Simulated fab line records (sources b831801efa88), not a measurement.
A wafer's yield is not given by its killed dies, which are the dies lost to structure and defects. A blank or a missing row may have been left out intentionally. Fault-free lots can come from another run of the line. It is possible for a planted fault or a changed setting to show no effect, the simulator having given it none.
Comparing a struck lot with a sound one    flow sky130    15 steps out of a route of 708
Sound: these wafers, L349.2, L349.5, L349.6. Struck: wafers L358.2, L358.3, L358.6. Last of all comes the cause.
Order at every step that has rows: each side's tool, ch and its chambers, its first start. Under that, the readings that differ: sound wafers    struck wafers    difference of the means    sigmas: that difference in standard deviations of wafers without a fault.
alike: a reading whose means differ by less than 2 such deviations, as well as words and numbers matching on both sides. not compared: withheld readings; readings where some wafer has no value; bounds like >300 that might hide an equal value; numbers whose values overlap and for which the record gives no deviation.
Wherever a step has rows on one side only, a row that says differs or no value, or a row with sigmas, the two part there. Numbers that don't overlap but have no deviation are shown without sigmas and don't part them. Lack of a reading on every wafer of one side parts them only where that side has two or more wafers.

first, 1 step without rows for these wafers: SKY_POLY_CUT_DEVELOP_07 (develop time 60 s).
SKY_POLY_CUT_CD_MEAS_08: target cd 270 nm.
  sound on cd_sem-01, day 24 08:38; struck on cd_sem-01, day 27 15:32
  alike: cd_nm
SKY_POLY_CUT_OVL_MEAS_09:
  sound on overlay-01, day 24 08:44; struck on overlay-02, day 27 15:39
  alike: POLY_CUT_OVL
SKY_POLY_CUT_ETCH_10: etches BARC in N2/H2, stops on SiO2, time 45.9 s, target depth 60 nm.
  sound on rie_diel-03 ch 0,1,2, day 24 08:46; struck on rie_diel-02 ch 1,2, day 27 15:41
  alike: drypump_motor_current_A, h2_flow_sccm, oes_product_au, throttle_valve_pct
  not compared: rf_hours_counter_h
SKY_POLY_CUT_ETCH_11: etches Si3N4 in CF4/CH2F2/Ar, stops on poly-Si, time 42.5 s, target depth 60 nm.
  sound on rie_diel-03 ch 0,1,2, day 24 08:49; struck on rie_diel-02 ch 1,2, day 27 15:43
  alike: drypump_motor_current_A, oes_product_au, throttle_valve_pct
  not compared: rf_hours_counter_h
SKY_POLY_CUT_STRIP_12: strips in O2/N2.
  sound on plasma_asher-03 ch 0,1, day 24 08:51; struck on plasma_asher-01 ch 1, day 27 15:46
reading                       sound              struck             difference  sigmas
strip_time_to_endpoint_s (s)  5.361 5.316 5.326  5.395 5.371 5.378  +0.047      +2
  alike: drypump_motor_current_A, oes_product_au
  not compared: rf_hours_counter_h
then, 6 steps without rows for these wafers: SKY_SD_P_DEHYDRATE_00 (time 60 s); SKY_SD_P_HMDS_01 (prime time 60 s); SKY_SD_P_COAT_02 (resist thk 1140 nm); SKY_SD_P_SOFTBAKE_03 (time 60 s); SKY_SD_P_EXPOSE_04 (exposes mask PSDM, target cd 380 nm); SKY_SD_P_PEB_05.
SKY_SD_P_DEVELOP_06: develop time 60 s.
  sound on litho_track-02 ch 0, day 25 14:38; struck on litho_track-02 ch 0, day 28 20:14
reading               sound              struck             difference  sigmas
developer_temp_C (C)  23.22 23.18 23.04  23.92 23.66 23.76  +0.63       +5
SKY_SD_P_CD_MEAS_07: target cd 380 nm.
  sound on cd_sem-01, day 25 14:46; struck on cd_sem-01, day 28 20:22
  alike: cd_nm
SKY_PAD_OPEN_PROBE_99:
  the record has rows for the sound wafers here (prober-01, day 45 20:16) and none for the struck ones

## WHERE THEY PART
First at SKY_POLY_CUT_STRIP_12; last, within this record, at SKY_PAD_OPEN_PROBE_99.

WHY: what had been put in by the simulator
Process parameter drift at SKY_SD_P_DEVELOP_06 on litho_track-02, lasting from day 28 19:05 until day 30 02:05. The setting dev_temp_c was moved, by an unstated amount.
